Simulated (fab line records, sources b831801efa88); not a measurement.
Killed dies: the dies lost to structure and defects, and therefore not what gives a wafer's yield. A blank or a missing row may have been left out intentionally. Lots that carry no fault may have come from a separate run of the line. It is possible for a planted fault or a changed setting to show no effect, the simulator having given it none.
The same fault as seen by 2 desks :: flow gf180mcu :: every desk sees just its own numbers, and what lay behind them comes last

## THE METROLOGY DESK
Means of the sampled wafers that have a number, per lot and without regard to the tool the lot ran on: this is what the gauges read. If a lot's mean is further than 4 standard deviations from the usual mean, the lot is out of limits and carries the mark OUT (the distance appears in the brackets).
Columns: A = V3_BOW at GF_V3_BOW_MEAS_05, usual 117 um; B = M4_ALCU_THK at GF_M4_THK_MEAS_06, usual 451 nm
lot: L177
first seen here: day 23 00:17
A: 131
B: 456

lot: L178
first seen here: day 23 13:40
A: 114
B: 453

lot: L179
first seen here: day 23 16:37
A: 125
B: 451

lot: L182
first seen here: day 24 22:38
A: 121
B: 449

lot: L184
first seen here: day 25 05:01
A: 112
B: 452

lot: L185
first seen here: day 25 16:53
A: 113
B: 449

lot: L186
first seen here: day 26 02:10
A: 124
B: 453

lot: L187
first seen here: day 26 06:36
A: 110
B: 446

lot: L190
first seen here: day 27 05:13
A: 115
B: 447

lot: L192
first seen here: day 27 19:13
A: 120
B: 452

lot: L195
first seen here: day 28 14:51
A: 109
B: 447
This desk's finding: nothing out of limits on any of the 11 lots.

## AT THE TOOL OWNER'S DESK: cmp-01
The tool's own readings at GF_V3_CMP_04 (polishes SiO2): means of the sampled wafers that have a number, for each lot that ran on this tool. If a lot's mean is further than 4 standard deviations from the usual mean, the lot is out of limits and carries the mark OUT (the distance appears in the brackets).
Columns: A = motor-current-A at GF_V3_CMP_04, usual 12.6 A; B = slurry-filter-dp-kPa at GF_V3_CMP_04, usual 13.50 kPa; C = time-to-endpoint-s at GF_V3_CMP_04, usual 80 s
lot: L177
first seen here: day 23 00:01
A: 12.1
B: 13.34
C: 84

lot: L178
first seen here: day 23 13:15
A: 12.6
B: 13.41
C: 80

lot: L179
first seen here: day 23 16:18
A: 12.5
B: 13.47
C: 75

lot: L186
first seen here: day 26 01:58
A: 11.5
B: 13.56
C: 79

lot: L187
first seen here: day 26 06:16
A: 12.1
B: 13.49
C: 78

lot: L190
first seen here: day 27 04:56
A: 13.2
B: 13.44
C: 70

lot: L192
first seen here: day 27 18:58
A: 11.9
B: 13.53
C: 86
This desk's finding: nothing out of limits on any of the 7 lots.

## ALL TOGETHER
At the metrology desk, nothing out of limits was observed.
The desk of the tool owner found nothing out of limits.

## WHAT HAD BEEN PUT IN BY THE SIMULATOR
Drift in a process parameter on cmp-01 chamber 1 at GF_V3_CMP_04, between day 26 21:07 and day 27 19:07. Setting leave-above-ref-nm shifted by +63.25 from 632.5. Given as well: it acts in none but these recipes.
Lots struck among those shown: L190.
